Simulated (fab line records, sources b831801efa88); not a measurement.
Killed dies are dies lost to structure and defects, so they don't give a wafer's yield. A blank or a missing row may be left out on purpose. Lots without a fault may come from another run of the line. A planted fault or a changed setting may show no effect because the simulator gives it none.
fab line records | flow sky130
record lots=14 wafers=42 last_day=50
route steps=708 shown CAPM@539
lots that met no fault: from a run of the same line without faults
start_h: hours from the record's first day to the start of the lot's first wafer shown | wait_h: hours since the lot's step before | " the same as in the row above | L1.1+2: a row that stands for several wafers | - no value, or no start given | * or withheld: withheld | < > ~ a bound
route shown NAME@n: a module of which the file shows steps, and the number in the route of the first | usual: mean/standard deviation of fault-free wafers | same: alike in all rows | chamber/n: place in a boat | sites: the reading at each site | _std_site: their standard deviation | _edge_site: outer sites' mean less inner sites' | radius_mm: how far each site lies from the wafer's centre | mask NAME#n: copy n | behind: the tool/chamber that last shaped the wafer | hold: why the lot was held/for how many hours/how that ended | device: the transistor (n, p or np) that didn't switch | end of line: the same wafers' tests at the end of the route | a step without rows: its recipe alone | killed: dies lost to structure and defects at the first sort, not the wafer's yield | map: a wafer's dies, x killed, . not, _ none there
set.NAME: the setting as run; set.NAME@STEP: as run at that earlier step | model.NAME: the simulator's own value behind a step, which no gauge read
steps of the route over a sample of lots; a table a step, a row a wafer
services: from which hour (start_h, from the record's first day; less than 0 if before it) a tool's chamber was out of use, for how many hours, and why
## steps
# step SKY_CAPM_SPUTTER_02
# recipe material=TiN target_thk_nm=200 temp_c=300 power_w=6500 time_s=166.7 chamber_pressure_pa=0.4
# usual cathode_dc_power_W=6500.2/1.2 throttle_valve_pct=29.7/1.1
# columns lot.wafer tool chamber start_h wait_h cathode_dc_power_W throttle_valve_pct
L882.3 pvd_sputter-02 - 847.72 0.0 6500.2 29.5
L882.4 " - " " 6499.1 27.5
L882.6 " - " " 6501.3 28.0
L884.1 pvd_sputter-04 - 858.85 0.1 6499.9 28.7
L884.3 " - " " 6499.6 30.8
L884.5 " - " " 6500.8 28.5
L886.1 pvd_sputter-02 - 877.80 0.1 6500.2 29.6
L886.3 " - " " 6498.9 30.4
L886.5 " - " " 6499.9 28.3
L887.1 pvd_sputter-04 - 888.36 0.1 6500.3 28.7
L887.3 " - " " 6498.8 29.8
L887.4 " - " " 6500.9 30.3
L888.2 pvd_sputter-04 - 893.01 0.0 6498.3 30.9
L888.3 " - " " 6499.2 28.6
L888.4 " - " " 6498.9 29.9
L895.1 pvd_sputter-02 - 944.63 0.1 6499.9 29.8
L895.3 " - " " 6502.4 30.3
L895.5 " - " " 6500.4 28.2
L897.1 pvd_sputter-04 - 954.56 0.1 6499.5 29.7
L897.2 " - " " 6499.7 28.9
L897.5 " - " " 6501.5 30.5
L898.1 pvd_sputter-04 - 957.55 0.1 6501.0 30.9
L898.2 " - " " 6498.4 30.0
L898.4 " - " " 6501.0 30.4
L899.3 pvd_sputter-01 - 968.17 0.0 6500.0 30.2
L899.4 " - " " 6503.4 29.9
L899.6 " - " " 6501.3 31.0
L900.2 pvd_sputter-04 - 976.81 0.0 6499.2 30.7
L900.4 " - " " 6501.0 28.5
L900.5 " - " " 6498.2 28.6
L901.1 pvd_sputter-02 - 983.78 0.1 6500.5 27.7
L901.3 " - " " 6499.0 30.4
L901.4 " - " " 6500.6 29.7
L902.1 pvd_sputter-04 - 988.26 0.1 6498.7 28.6
L902.3 " - " " 6500.8 30.1
L902.6 " - " " 6500.3 29.8
L903.2 pvd_sputter-04 - 1000.40 0.0 6499.6 28.3
L903.4 " - " " 6501.4 30.7
L903.5 " - " " 6500.1 30.6
L904.2 pvd_sputter-01 - 1001.68 0.0 6498.8 30.8
L904.4 " - " " 6498.4 31.0
L904.5 " - " " 6501.8 30.5
# step SKY_CAPM_RS_MEAS_03
# recipe thk_meas_gauge=four-point-probe reads=TiN_of_CAPM_SPUTTER_02
# usual CAPM_TIN_RS=6.91/0.11
# columns lot.wafer tool chamber start_h wait_h hold CAPM_TIN_RS[ohm/sq]
L882.3 film_metro-03 - 847.87 0.1 - 6.80
L882.4 " - " " - 7.01
L882.6 " - " " - 6.91
L884.1 film_metro-04 - 858.95 0.1 - 7.12
L884.3 " - " " - 7.05
L884.5 " - " " - 7.07
L886.1 film_metro-04 - 877.91 0.1 - 6.98
L886.3 " - " " - 6.99
L886.5 " - " " - 7.10
L887.1 film_metro-03 - 888.47 0.1 await_dispo/0.2h/release 6.93
L887.3 " - " " await_dispo/0.2h/release 6.29
L887.4 " - " " await_dispo/0.2h/release 6.92
L887.1 film_metro-03 - 888.75 0.3 - 6.92
L887.3 " - " " - 6.28
L887.4 " - " " - 6.92
L888.2 film_metro-02 - 893.14 0.1 await_dispo/0.2h/release 6.96
L888.3 " - " " await_dispo/0.2h/release 6.90
L888.4 " - " " await_dispo/0.2h/release 6.31
L888.2 film_metro-02 - 893.43 0.3 - 6.95
L888.3 " - " " - 6.91
L888.4 " - " " - 6.31
L895.1 film_metro-03 - 944.74 0.1 - 6.72
L895.3 " - " " - 6.76
L895.5 " - " " - 6.74
L897.1 film_metro-02 - 954.67 0.1 - 6.70
L897.2 " - " " - 6.83
L897.5 " - " " - 6.91
L898.1 film_metro-02 - 957.66 0.1 - 7.04
L898.2 " - " " - 6.84
L898.4 " - " " - 6.94
L899.3 film_metro-02 - 968.32 0.1 - 6.93
L899.4 " - " " - 6.95
L899.6 " - " " - 6.69
L900.2 film_metro-03 - 976.94 0.1 - 6.82
L900.4 " - " " - 6.76
L900.5 " - " " - 6.80
L901.1 film_metro-03 - 983.89 0.1 - 7.04
L901.3 " - " " - 7.04
L901.4 " - " " - 6.97
L902.1 film_metro-03 - 988.37 0.1 - 6.87
L902.3 " - " " - 6.77
L902.6 " - " " - 6.79
L903.2 film_metro-03 - 1000.53 0.1 - 6.91
L903.4 " - " " - 6.95
L903.5 " - " " - 6.84
L904.2 film_metro-02 - 1001.81 0.1 - 6.86
L904.4 " - " " - 6.71
L904.5 " - " " - 6.89
# step SKY_CAPM_THK_MEAS_04
# recipe thk_meas_gauge=xrf reads=TiN_of_CAPM_SPUTTER_02
# usual CAPM_TIN_THK=199/3.2
# columns lot.wafer tool chamber start_h wait_h hold CAPM_TIN_THK[nm]
L882.3 film_metro-03 - 847.97 0.1 - 202
L882.4 " - " " - 196
L882.6 " - " " - 200
L884.1 film_metro-04 - 859.07 0.1 - 196
L884.3 " - " " - 197
L884.5 " - " " - 196
L886.1 film_metro-04 - 878.03 0.1 - 198
L886.3 " - " " - 199
L886.5 " - " " - 196
L887.1 film_metro-03 - 894.80 6.0 await_dispo/0.2h/release 198
L887.3 " - " " await_dispo/0.2h/release 217
L887.4 " - " " await_dispo/0.2h/release 199
L887.1 film_metro-03 - 895.02 0.2 - 197
L887.3 " - " " - 218
L887.4 " - " " - 199
L888.2 film_metro-02 - 895.83 2.4 await_dispo/0.2h/release 197
L888.3 " - " " await_dispo/0.2h/release 198
L888.4 " - " " await_dispo/0.2h/release 216
L888.2 film_metro-02 - 896.05 0.2 - 197
L888.3 " - " " - 198
L888.4 " - " " - 215
L895.1 film_metro-03 - 944.86 0.1 - 205
L895.3 " - " " - 203
L895.5 " - " " - 204
L897.1 film_metro-02 - 954.79 0.1 - 204
L897.2 " - " " - 202
L897.5 " - " " - 199
L898.1 film_metro-02 - 957.78 0.1 - 195
L898.2 " - " " - 201
L898.4 " - " " - 198
L899.3 film_metro-02 - 968.42 0.1 - 198
L899.4 " - " " - 198
L899.6 " - " " - 204
L900.2 film_metro-03 - 977.05 0.1 - 201
L900.4 " - " " - 203
L900.5 " - " " - 202
L901.1 film_metro-03 - 984.01 0.1 - 196
L901.3 " - " " - 196
L901.4 " - " " - 198
L902.1 film_metro-03 - 988.49 0.1 - 200
L902.3 " - " " - 203
L902.6 " - " " - 204
L903.2 film_metro-03 - 1000.64 0.1 - 199
L903.4 " - " " - 199
L903.5 " - " " - 202
L904.2 film_metro-02 - 1001.92 0.1 - 200
L904.4 " - " " - 204
L904.5 " - " " - 198
# step SKY_CAPM_METAL_ETCH_13
# recipe target_depth_nm=220 stop_on=SiO2 chemistry=Cl2/BCl3 target=TiN pressure_mtorr=10 icp_w=900 bias_w=48.5 Cl2_flow_sccm=60 bcl3_flow_sccm=30 time_s=62.9
# usual drypump_motor_current_A=5.9/0.41 oes_product_au=0.940/0.0097 throttle_valve_pct=21.903/0.01
# columns lot.wafer tool chamber start_h wait_h drypump_motor_current_A oes_product_au rf_hours_counter_h throttle_valve_pct
L882.3 rie_metal-02 1 873.91 0.0 6.0 0.958 - 21.893
L882.4 " 0 " " 5.9 0.933 - 21.898
L882.6 " 1 " " 6.0 0.942 - 21.893
L884.1 rie_metal-01 0 884.73 0.0 5.4 0.919 9 21.900
L884.3 " 0 " " 5.4 0.931 - 21.903
L884.5 " 1 " " 5.4 0.930 - 21.900
L886.1 rie_metal-01 1 902.92 0.0 5.4 0.928 3 21.909
L886.3 " 1 " " 5.4 0.937 - 21.906
L886.5 " 0 " " 5.4 0.935 - 21.913
L887.1 rie_metal-04 1 913.54 0.0 6.2 0.946 9 21.894
L887.3 " 0 " " 6.7 0.987 - 21.873
L887.4 " 1 " " 6.2 0.947 - 21.902
L888.2 rie_metal-01 0 918.07 0.0 5.4 0.940 11 21.902
L888.3 " 0 " " 5.4 0.939 - 21.905
L888.4 " 1 " " 5.4 0.980 - 21.873
L895.1 rie_metal-04 1 968.84 0.0 6.2 0.957 12 21.893
L895.3 " 1 " " 6.2 0.957 - 21.902
L895.5 " 1 " " 6.2 0.953 - 21.897
L897.1 rie_metal-04 1 978.67 0.0 6.2 0.949 12 21.902
L897.2 " 0 " " 6.7 0.945 3 21.894
L897.5 " 0 " " 6.7 0.946 - 21.913
L898.1 rie_metal-01 1 981.23 0.0 5.4 0.942 7 21.894
L898.2 " 0 " " 5.4 0.951 14 21.903
L898.4 " 1 " " 5.4 0.945 - 21.892
L899.3 rie_metal-02 0 992.25 0.0 5.8 0.934 - 21.897
L899.4 " 1 " " 6.0 0.932 - 21.896
L899.6 " 1 " " 6.0 0.959 - 21.897
L900.2 rie_metal-04 0 999.67 0.0 6.7 0.953 5 21.906
L900.4 " 1 " " 6.2 0.949 - 21.904
L900.5 " 1 " " 6.2 0.947 - 21.891
L901.1 rie_metal-02 0 1007.48 0.0 5.9 0.926 2 21.914
L901.3 " 0 " " 5.9 0.927 - 21.917
L901.4 " 1 " " 6.0 0.933 - 21.920
L902.1 rie_metal-01 0 1011.08 0.0 5.4 0.944 15 21.900
L902.3 " 1 " " 5.5 0.953 - 21.910
L902.6 " 1 " " 5.4 0.949 - 21.895
L903.2 rie_metal-02 1 1024.07 0.0 6.0 0.936 10 21.916
L903.4 " 0 " " 5.9 0.933 - 21.908
L903.5 " 1 " " 6.0 0.941 - 21.894
L904.2 rie_metal-01 0 1024.78 0.0 5.4 0.941 16 21.901
L904.4 " 1 " " 5.4 0.964 - 21.877
L904.5 " 1 " " 5.5 0.939 - 21.888
## services
# columns tool chamber start_h hours kind
pvd_sputter-01 - 863.33 0.8 repair
rie_metal-04 - 874.29 0.3 repair
rie_metal-04 0 879.64 - clean
rie_metal-04 0 879.64 28.1 scheduled_down
rie_metal-04 0 879.64 28.1 vent_cycle
rie_metal-04 - 896.08 1.0 repair
rie_metal-04 - 954.57 1.4 pm
rie_metal-02 0 959.10 - clean
rie_metal-02 0 959.10 19.1 scheduled_down
rie_metal-02 0 959.10 19.1 vent_cycle
pvd_sputter-01 - 991.89 2.2 repair
## key
first_sign step=SKY_CAPM_RS_MEAS_03 reading=visit direction=added
effect step=SKY_CAPM_RS_MEAS_03 reading=CAPM_TIN_RS direction=down sigmas=5.4 usual=6.91 struck=6.30
effect step=SKY_CAPM_THK_MEAS_04 reading=visit direction=added
effect step=SKY_CAPM_THK_MEAS_04 reading=CAPM_TIN_THK direction=up sigmas=5.4 usual=199 struck=217
effect step=SKY_CAPM_METAL_ETCH_13 reading=oes_product_au direction=up sigmas=4.5 usual=0.940 struck=0.984
met_at SKY_CAPM_SPUTTER_02
struck_lots L887,L888
struck_wafers L887.3,L888.4
sort_left_out L888.4
fault kind=process_parameter_drift tool=pvd_sputter-04 chamber=- onset_h=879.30 steps=SKY_CAPM_SPUTTER_02 channel=target_thk_nm offset=16.978 shape=step end_h=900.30 acts_in=these_recipes_only stated=200 scope=struck_wafers_only
# sort_left_out: the simulated sort isn't trusted on such a fault, so these wafers' sort isn't shown, and their yield isn't known
